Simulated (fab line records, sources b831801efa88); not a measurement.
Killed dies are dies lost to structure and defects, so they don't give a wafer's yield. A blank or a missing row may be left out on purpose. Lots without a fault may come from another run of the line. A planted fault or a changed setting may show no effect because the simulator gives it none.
fab line records | flow sky130
record lots=15 wafers=45 last_day=51
route steps=708 shown RES_XHIGH@340 SD_N@353 LOCAL_INTERCONNECT@400 CONTACT@407
lots that met no fault: from a run of the same line without faults
start_h: hours from the record's first day to the start of the lot's first wafer shown | wait_h: hours since the lot's step before | " the same as in the row above | L1.1+2: a row that stands for several wafers | - no value, or no start given | * or withheld: withheld | < > ~ a bound
route shown NAME@n: a module of which the file shows steps, and the number in the route of the first | usual: mean/standard deviation of fault-free wafers | same: alike in all rows | chamber/n: place in a boat | sites: the reading at each site | _std_site: their standard deviation | _edge_site: outer sites' mean less inner sites' | radius_mm: how far each site lies from the wafer's centre | mask NAME#n: copy n | behind: the tool/chamber that last shaped the wafer | hold: why the lot was held/for how many hours/how that ended | device: the transistor (n, p or np) that didn't switch | end of line: the same wafers' tests at the end of the route | a step without rows: its recipe alone | killed: dies lost to structure and defects at the first sort, not the wafer's yield | map: a wafer's dies, x killed, . not, _ none there
set.NAME: the setting as run; set.NAME@STEP: as run at that earlier step | model.NAME: the simulator's own value behind a step, which no gauge read
steps of the route over a sample of lots; a table a step, a row a wafer
services: from which hour (start_h, from the record's first day; less than 0 if before it) a tool's chamber was out of use, for how many hours, and why
## steps
# step SKY_RES_XHIGH_STRIP_08
# recipe chemistry=O2/N2 power_w=1400 pressure_mtorr=1500 platen_temp_c=withheld o2_flow_sccm=3000 n2_flow_sccm=300 overash_fraction=0.5
# usual chamber_pressure_mTorr=1500.0/1.3 drypump_motor_current_A=5.5/0.3 oes_product_au=0.711/0.005 strip_time_to_endpoint_s=14.29/0.039
# columns lot.wafer tool chamber start_h wait_h chamber_pressure_mTorr drypump_motor_current_A oes_product_au rf_hours_counter_h strip_time_to_endpoint_s
L607.1 plasma_asher-01 1 634.44 0.1 1497.8 5.3 0.715 51 14.33
L607.2 " 0 " " 1499.7 5.1 0.713 51 14.32
L607.6 " 0 " " 1502.0 5.1 0.705 - 14.31
L608.1 plasma_asher-01 1 642.11 0.1 1500.3 5.3 0.715 51 14.31
L608.3 " 1 " " 1498.5 5.3 0.711 - 14.30
L608.6 " 0 " " 1499.5 5.1 0.706 - 14.27
L609.2 plasma_asher-03 0 650.84 0.1 1499.7 5.3 0.707 83 14.29
L609.3 " 1 " " 1499.7 5.3 0.706 - 14.27
L609.6 " 0 " " 1500.0 5.3 0.718 - 14.30
L610.3 plasma_asher-01 0 657.17 0.1 1500.5 5.1 0.708 - 14.32
L610.5 " 0 " " 1502.4 5.1 0.710 - 14.29
L610.6 " 1 " " 1498.2 5.3 0.712 - 14.31
L613.1 plasma_asher-03 0 693.24 0.1 1499.5 5.3 0.707 87 14.31
L613.3 " 0 " " 1502.0 5.3 0.715 - 14.27
L613.5 " 1 " " 1499.0 5.2 0.709 - 14.31
L614.1 plasma_asher-03 0 694.69 0.1 1500.1 5.3 0.709 87 14.23
L614.4 " 0 " " 1499.5 5.3 0.718 - 14.32
L614.5 " 0 " " 1504.2 5.3 0.716 - 14.28
L617.1 plasma_asher-01 1 714.69 0.1 1501.4 5.3 0.713 59 14.25
L617.4 " 1 " " 1498.6 5.3 0.714 - 14.25
L617.6 " 1 " " 1499.9 5.3 0.707 - 14.26
L618.3 plasma_asher-04 0 722.47 0.1 1500.5 5.9 0.717 - 14.22
L618.4 " 1 " " 1499.9 5.9 0.701 - 14.21
L618.6 " 0 " " 1500.2 5.9 0.721 - 14.20
L623.2 plasma_asher-03 0 758.17 0.1 1499.4 5.3 0.717 94 14.31
L623.3 " 1 " " 1500.1 5.3 0.709 - 14.29
L623.5 " 1 " " 1498.5 5.3 0.715 - 14.31
L624.1 plasma_asher-03 1 760.89 0.1 - - - - -
L624.4 " 0 " " - - - - -
L624.5 " 0 " " - - - - -
L625.2 plasma_asher-01 0 768.74 0.1 - - - - -
L625.5 " 1 " " - - - - -
L625.6 " 0 " " - - - - -
L626.1 plasma_asher-04 1 775.09 0.1 - - - - -
L626.2 " 0 " " - - - - -
L626.4 " 0 " " - - - - -
L628.3 plasma_asher-04 0 787.47 0.1 1498.5 5.9 0.709 - 14.35
L628.4 " 1 " " 1499.8 5.9 0.712 - 14.32
L628.5 " 0 " " 1502.1 5.9 0.715 - 14.31
L629.1 plasma_asher-04 0 791.69 0.1 1500.9 5.9 0.713 37 14.25
L629.2 " 1 " " 1500.7 5.9 0.697 37 14.30
L629.4 " 1 " " 1500.0 5.9 0.705 - 14.28
L630.4 plasma_asher-04 0 805.92 0.1 1500.6 5.9 0.712 - 14.28
L630.5 " 1 " " 1499.6 5.8 0.704 - 14.32
L630.6 " 0 " " 1499.8 5.9 0.714 - 14.30
# step SKY_SD_N_STRIP_11
# recipe chemistry=O2/N2 power_w=1400 pressure_mtorr=1500 platen_temp_c=withheld o2_flow_sccm=3000 n2_flow_sccm=300 overash_fraction=0.5
# usual chamber_pressure_mTorr=1499.9/1.4 drypump_motor_current_A=5.44/0.28 oes_product_au=0.528/0.0039 strip_time_to_endpoint_s=22.57/0.037
# columns lot.wafer tool chamber start_h wait_h chamber_pressure_mTorr drypump_motor_current_A oes_product_au rf_hours_counter_h strip_time_to_endpoint_s
L607.1 plasma_asher-02 0 663.79 0.1 1500.1 5.68 0.533 96 22.57
L607.2 " 1 " " 1497.0 5.90 0.534 96 22.56
L607.6 " 0 " " 1498.6 5.72 0.534 - 22.54
L608.1 plasma_asher-02 0 671.65 0.1 1499.8 5.73 0.524 97 22.60
L608.3 " 1 " " 1500.5 5.97 0.528 - 22.63
L608.6 " 0 " " 1498.9 5.73 0.526 - 22.59
L609.2 plasma_asher-01 1 679.59 0.1 1498.0 5.29 0.529 55 22.50
L609.3 " 0 " " 1500.5 5.10 0.528 - 22.55
L609.6 " 0 " " 1499.6 5.08 0.530 - 22.49
L610.3 plasma_asher-02 1 686.23 0.1 1498.1 5.92 0.528 - 22.58
L610.5 " 1 " " 1500.1 5.93 0.522 - 22.59
L610.6 " 0 " " 1501.6 5.68 0.521 - 22.53
L613.1 plasma_asher-03 1 722.05 0.1 1500.3 5.24 0.531 90 22.62
L613.3 " 0 " " 1498.8 5.31 0.531 - 22.60
L613.5 " 0 " " 1502.9 5.29 0.531 - 22.59
L614.1 plasma_asher-03 0 723.04 0.1 1498.9 5.31 0.527 90 22.58
L614.4 " 0 " " 1499.7 5.31 0.522 - 22.65
L614.5 " 0 " " 1500.6 5.31 0.523 - 22.64
L617.1 plasma_asher-02 0 743.57 0.1 1498.6 5.70 0.524 0 22.60
L617.4 " 0 " " 1498.6 5.70 0.527 - 22.59
L617.6 " 0 " " 1499.4 5.70 0.527 - 22.56
L618.3 plasma_asher-02 1 751.23 0.1 1500.6 5.92 0.525 - 22.55
L618.4 " 0 " " 1499.2 5.69 0.526 - 22.55
L618.6 " 1 " " 1499.2 5.92 0.530 - 22.59
L623.2 plasma_asher-03 0 785.39 0.1 1498.7 5.32 0.518 96 22.58
L623.3 " 0 " " 1501.5 5.30 0.527 - 22.56
L623.5 " 1 " " 1498.3 5.28 0.521 - 22.60
L624.1 plasma_asher-01 1 788.59 0.1 1498.6 5.29 0.615 65 39.49
L624.4 " 0 " " 1498.4 5.10 0.611 - 39.44
L624.5 " 1 " " 1500.4 5.27 0.615 - 39.48
L625.2 plasma_asher-03 0 795.64 0.1 1497.5 5.30 0.622 97 39.46
L625.5 " 1 " " 1501.8 5.27 0.612 - 39.47
L625.6 " 0 " " 1499.4 5.31 0.616 - 39.54
L626.1 plasma_asher-01 0 803.19 0.1 1500.8 5.09 0.620 66 39.53
L626.2 " 1 " " 1500.3 5.30 0.622 66 39.64
L626.4 " 1 " " 1499.4 5.29 0.621 - 39.54
L628.3 plasma_asher-01 0 814.18 0.1 1501.4 5.13 0.532 - 22.54
L628.4 " 1 " " 1500.4 5.27 0.526 - 22.55
L628.5 " 0 " " 1500.1 5.05 0.534 - 22.57
L629.1 plasma_asher-03 1 819.19 0.1 1497.7 5.29 0.527 100 22.61
L629.2 " 0 " " 1501.1 5.31 0.529 100 22.61
L629.4 " 0 " " 1499.0 5.31 0.529 - 22.62
L630.4 plasma_asher-01 0 832.88 0.1 1498.3 5.11 0.527 - 22.53
L630.5 " 1 " " 1498.6 5.29 0.531 - 22.56
L630.6 " 0 " " 1499.8 5.15 0.530 - 22.54
# step SKY_SD_N_TW_MEAS_12
# usual SD_N_TW=3951/36
# columns lot.wafer tool chamber start_h wait_h SD_N_TW
L607.1 film_metro-03 - 663.89 0.1 3905
L607.2 " - " " 3956
L607.6 " - " " 3920
L608.1 film_metro-04 - 671.75 0.1 3955
L608.3 " - " " 3967
L608.6 " - " " 3968
L609.2 film_metro-04 - 679.70 0.1 4004
L609.3 " - " " 4012
L609.6 " - " " 3993
L610.3 film_metro-03 - 686.31 0.1 3955
L610.5 " - " " 3928
L610.6 " - " " 3919
L613.1 film_metro-02 - 722.15 0.1 3947
L613.3 " - " " 3947
L613.5 " - " " 3919
L614.1 film_metro-04 - 723.14 0.1 4003
L614.4 " - " " 3976
L614.5 " - " " 3993
L617.1 film_metro-04 - 743.67 0.1 3984
L617.4 " - " " 3978
L617.6 " - " " 3974
L618.3 film_metro-02 - 751.32 0.1 3908
L618.4 " - " " 3916
L618.6 " - " " 3894
L623.2 film_metro-04 - 785.50 0.1 3981
L623.3 " - " " 4007
L623.5 " - " " 4017
L624.1 film_metro-03 - 788.69 0.1 30
L624.4 " - " " 30
L624.5 " - " " 29
L625.2 film_metro-03 - 795.75 0.1 30
L625.5 " - " " 30
L625.6 " - " " 30
L626.1 film_metro-02 - 803.29 0.1 30
L626.2 " - " " 30
L626.4 " - " " 30
L628.3 film_metro-02 - 814.26 0.1 3932
L628.4 " - " " 3919
L628.5 " - " " 3946
L629.1 film_metro-04 - 819.29 0.1 3991
L629.2 " - " " 4006
L629.4 " - " " 4005
L630.4 film_metro-04 - 832.98 0.1 3999
L630.5 " - " " 3979
L630.6 " - " " 3967
# step SKY_LOCAL_INTERCONNECT_ETCH_13
# recipe chemistry=N2/H2 target=BARC ion_energy_ev=200 bias_w=100 pressure_mtorr=30 n2_flow_sccm=100 h2_flow_sccm=200 icp_w=500 stop_on=SiO2 time_s=45.9 target_depth_a=600
# usual drypump_motor_current_A=5.9/0.57 oes_product_au=0.856/0.005 throttle_valve_pct=13.225/0.0086
# columns lot.wafer tool chamber start_h wait_h drypump_motor_current_A oes_product_au rf_hours_counter_h throttle_valve_pct
L607.1 rie_metal-04 1 724.00 0.0 6.5 0.859 10 13.227
L607.2 " 0 " " 5.6 0.857 1 13.222
L607.6 " 0 " " 5.6 0.867 - 13.221
L608.1 rie_metal-01 0 731.65 0.0 6.4 0.857 8 13.231
L608.3 " 0 " " 6.4 0.854 - 13.213
L608.6 " 1 " " 4.8 0.864 - 13.228
L609.2 rie_metal-03 0 738.84 0.0 6.1 0.853 - 13.232
L609.3 " 0 " " 6.1 0.857 - 13.246
L609.6 " 0 " " 6.2 0.859 - 13.236
L610.3 rie_metal-04 1 746.17 0.0 6.5 0.851 - 13.235
L610.5 " 0 " " 5.7 0.858 - 13.236
L610.6 " 1 " " 6.6 0.856 - 13.226
L613.1 rie_metal-04 1 780.02 0.0 6.5 0.854 12 13.217
L613.3 " 1 " " 6.5 0.861 - 13.231
L613.5 " 1 " " 6.5 0.857 - 13.232
L614.1 rie_metal-03 0 781.47 0.0 6.1 0.858 5 13.224
L614.4 " 0 " " 6.2 0.857 - 13.235
L614.5 " 0 " " 6.1 0.858 - 13.222
L617.1 rie_metal-01 1 801.19 0.0 4.8 0.858 1 13.222
L617.4 " 0 " " 6.4 0.855 - 13.221
L617.6 " 0 " " 6.4 0.857 - 13.233
L618.3 rie_metal-01 0 808.37 0.0 6.4 0.850 - 13.217
L618.4 " 1 " " 4.8 0.862 - 13.229
L618.6 " 0 " " 6.4 0.852 - 13.230
L623.2 rie_metal-01 0 842.07 0.0 6.4 0.846 12 13.224
L623.3 " 1 " " 4.8 0.855 - 13.221
L623.5 " 1 " " 4.8 0.848 - 13.205
L624.1 rie_metal-03 1 845.95 0.0 5.8 0.858 2 13.216
L624.4 " 1 " " 5.8 0.845 - 13.239
L624.5 " 1 " " 5.8 0.860 - 13.227
L625.2 rie_metal-03 0 853.52 0.0 6.1 0.848 - 13.222
L625.5 " 0 " " 6.2 0.850 - 13.235
L625.6 " 0 " " 6.1 0.865 - 13.215
L626.1 rie_metal-04 1 859.90 0.0 6.5 0.860 0 13.213
L626.2 " 0 " " 5.7 0.853 5 13.214
L626.4 " 0 " " 5.6 0.851 - 13.212
L628.3 rie_metal-01 0 870.92 0.0 6.4 0.842 - 13.236
L628.4 " 1 " " 4.9 0.850 - 13.209
L628.5 " 0 " " 6.4 0.859 - 13.221
L629.1 rie_metal-01 0 880.30 0.0 6.4 0.854 13 13.222
L629.2 " 1 " " 4.8 0.861 4 13.227
L629.4 " 1 " " 4.9 0.862 - 13.217
L630.4 rie_metal-04 0 890.77 0.0 5.7 0.863 - 13.240
L630.5 " 1 " " 6.5 0.853 - 13.223
L630.6 " 0 " " 5.7 0.849 - 13.226
# step SKY_CONTACT_THK_MEAS_01
# recipe reads=Si3N4_of_CONTACT_CVD_00
# usual CONTACT_CVD_00_THK=75.0/0.86
# columns lot.wafer tool chamber start_h wait_h CONTACT_CVD_00_THK[nm]
L607.1 film_metro-02 - 724.74 - 74.3
L607.2 " - " " 73.9
L607.6 " - " " 74.7
L608.1 film_metro-01 - 732.42 - 76.2
L608.3 " - " " 75.0
L608.6 " - " " 76.9
L609.2 film_metro-01 - 739.69 - 75.1
L609.3 " - " " 74.2
L609.6 " - " " 76.7
L610.3 film_metro-02 - 746.91 - 73.8
L610.5 " - " " 75.0
L610.6 " - " " 75.0
L613.1 film_metro-03 - 780.78 - 73.8
L613.3 " - " " 74.9
L613.5 " - " " 75.0
L614.1 film_metro-02 - 782.35 - 75.1
L614.4 " - " " 75.3
L614.5 " - " " 76.1
L617.1 film_metro-02 - 801.97 - 74.5
L617.4 " - " " 74.6
L617.6 " - " " 76.6
L618.3 film_metro-03 - 809.12 - 74.6
L618.4 " - " " 74.0
L618.6 " - " " 74.8
L623.2 film_metro-02 - 842.90 - 76.5
L623.3 " - " " 75.4
L623.5 " - " " 75.6
L624.1 film_metro-03 - 846.72 - 73.0
L624.4 " - " " 75.2
L624.5 " - " " 75.9
L625.2 film_metro-03 - 854.36 - 75.6
L625.5 " - " " 76.1
L625.6 " - " " 76.2
L626.1 film_metro-02 - 860.64 - 74.3
L626.2 " - " " 73.3
L626.4 " - " " 74.5
L628.3 film_metro-03 - 871.67 - 75.7
L628.4 " - " " 75.2
L628.5 " - " " 75.1
L629.1 film_metro-01 - 881.04 - 73.5
L629.2 " - " " 73.8
L629.4 " - " " 75.0
L630.4 film_metro-01 - 891.51 - 74.9
L630.5 " - " " 76.7
L630.6 " - " " 75.7
# step SKY_CONTACT_OVL_MEAS_15
# usual CONTACT_OVL=-2/5.4
# columns lot.wafer tool chamber start_h wait_h CONTACT_OVL[nm]
L607.1 overlay-02 - 752.56 0.1 2
L607.2 " - " " 4
L607.6 " - " " 4
L608.1 overlay-01 - 761.21 0.1 -8
L608.3 " - " " -6
L608.6 " - " " -1
L609.2 overlay-01 - 768.56 0.1 -4
L609.3 " - " " -11
L609.6 " - " " -7
L610.3 overlay-01 - 774.85 0.1 11
L610.5 " - " " 4
L610.6 " - " " 0
L613.1 overlay-01 - 808.41 0.1 0
L613.3 " - " " -5
L613.5 " - " " -5
L614.1 overlay-02 - 810.19 0.1 6
L614.4 " - " " 5
L614.5 " - " " -4
L617.1 overlay-01 - 829.74 0.1 -3
L617.4 " - " " 8
L617.6 " - " " -5
L618.3 overlay-01 - 835.82 0.1 -11
L618.4 " - " " -4
L618.6 " - " " -5
L623.2 overlay-02 - 870.21 0.1 -2
L623.3 " - " " 13
L623.5 " - " " 6
L624.1 overlay-01 - 874.41 0.1 -3
L624.4 " - " " 4
L624.5 " - " " -7
L625.2 overlay-02 - 882.26 0.1 -9
L625.5 " - " " -7
L625.6 " - " " -9
L626.1 overlay-02 - 887.66 0.1 -6
L626.2 " - " " 7
L626.4 " - " " 4
L628.3 overlay-02 - 899.42 0.1 -6
L628.4 " - " " -1
L628.5 " - " " -2
L629.1 overlay-02 - 908.16 0.1 2
L629.2 " - " " -10
L629.4 " - " " -5
L630.4 overlay-02 - 918.01 0.1 -15
L630.5 " - " " -8
L630.6 " - " " -14
## services
# columns tool chamber start_h hours kind
rie_metal-04 - 611.28 0.9 repair
plasma_asher-04 - 657.61 13.8 repair
rie_metal-04 0 660.14 - clean
rie_metal-04 0 660.14 25.1 scheduled_down
plasma_asher-01 - 670.74 1.9 repair
plasma_asher-01 - 674.67 3.6 repair
plasma_asher-03 - 678.87 4.3 pm
plasma_asher-02 - 698.95 0.7 repair
plasma_asher-01 - 715.12 14.0 repair
rie_metal-03 1 730.15 9.5 repair
plasma_asher-02 - 733.75 9.0 pm
rie_metal-04 - 736.87 2.8 pm
rie_metal-03 1 745.92 4.4 repair
rie_metal-01 1 749.31 - clean
rie_metal-01 1 749.31 16.8 scheduled_down
rie_metal-01 1 749.31 16.8 vent_cycle
rie_metal-01 - 770.47 4.7 repair
rie_metal-04 0 786.21 15.9 repair
rie_metal-04 0 824.26 3.5 repair
plasma_asher-04 - 824.86 14.6 pm
plasma_asher-03 - 838.77 1.8 repair
rie_metal-04 - 841.41 6.6 repair
rie_metal-03 1 846.53 11.9 repair
plasma_asher-03 - 884.55 4.4 repair
## key
first_sign step=SKY_RES_XHIGH_STRIP_08 reading=tool_record direction=missing
effect step=SKY_SD_N_STRIP_11 reading=strip_time_to_endpoint_s direction=up sigmas=99+ usual=* struck=*
effect step=SKY_SD_N_TW_MEAS_12 reading=SD_N_TW direction=down sigmas=99+ usual=3951 struck=30
met_at SKY_RES_XHIGH_STRIP_08
struck_lots L624,L625,L626
sort_left_out L624.1,L624.4,L624.5,L625.2,L625.5,L625.6,L626.1,L626.2,L626.4
tester_left_out L624,L625,L626
not_acting_at SKY_LOCAL_INTERCONNECT_ETCH_13,SKY_CONTACT_THK_MEAS_01,SKY_CONTACT_OVL_MEAS_15
onset_between 758.17 760.89
fault kind=skipped_step_whole tool=plasma_asher-01,plasma_asher-03,plasma_asher-04 chamber=- onset_h=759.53 steps=SKY_RES_XHIGH_STRIP_08 scope=struck_lots_only
# tester_left_out: of these lots the tester's yield and bins aren't shown, on N5 and GAA mostly nor the transistor test; their killed dies are dies lost to structure and defects alone, not to doping, threshold or leakage, so they don't give the yield
# sort_left_out: the simulated sort isn't trusted on such a fault, so these wafers' sort isn't shown, and their yield isn't known
